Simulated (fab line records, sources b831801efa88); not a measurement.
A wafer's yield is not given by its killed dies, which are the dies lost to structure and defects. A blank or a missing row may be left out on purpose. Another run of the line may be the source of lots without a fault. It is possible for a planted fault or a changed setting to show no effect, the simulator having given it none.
Chamber matching -- flow sfq line -- SFQ_TRILAYER_I0_CMP_CMP_028 on cmp-01: 4 sister chambers
The step polishes SiO2. 4 wafers are shown with their chamber, then 7 later ones without.

## WAFERS WITH THEIR CHAMBER
wafer,chamber,motor current A (A)
L302.4,2,11.1
L309.3,3,9.1
L309.6,0,10.2
L311.3,1,9.0

## WAFERS MISSING THEIR CHAMBER
wafer,motor current A (A)
L311.4,10.2
L317.2,9.5
L317.4,10.1
L317.6,10.7
L318.1,9.9
L318.2,9.3
L318.3,11.0

## EACH ONE'S CHAMBER
wafer,from the rows above,in truth
L311.4,0,0
L317.2,can't be placed: 3 or 1 or 0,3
L317.4,0,0
L317.6,can't be placed: 2 or 0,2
L318.1,can't be placed: 0 or 3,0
L318.2,can't be placed: 3 or 1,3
L318.3,2,2
3 of 7 placed correctly. From these rows, 4 cannot be placed; in 4 the true chamber is one of the candidates. Wrongly placed: 0.
How it was worked out, from the rows above alone: a wafer's distance from a chamber is the root of the sum, over the readings, of the square of ((its reading less the chamber's mean) divided by the reading's scatter). If the next closest chamber is less than 2 further off than the closest, the wafer can't be placed; otherwise it belongs to the closest. The mean given for a chamber averages the wafers shown for that chamber. The scatter: with one shown wafer a chamber, the root of the mean of the squares of how far each hidden wafer lies from its nearest shown one.
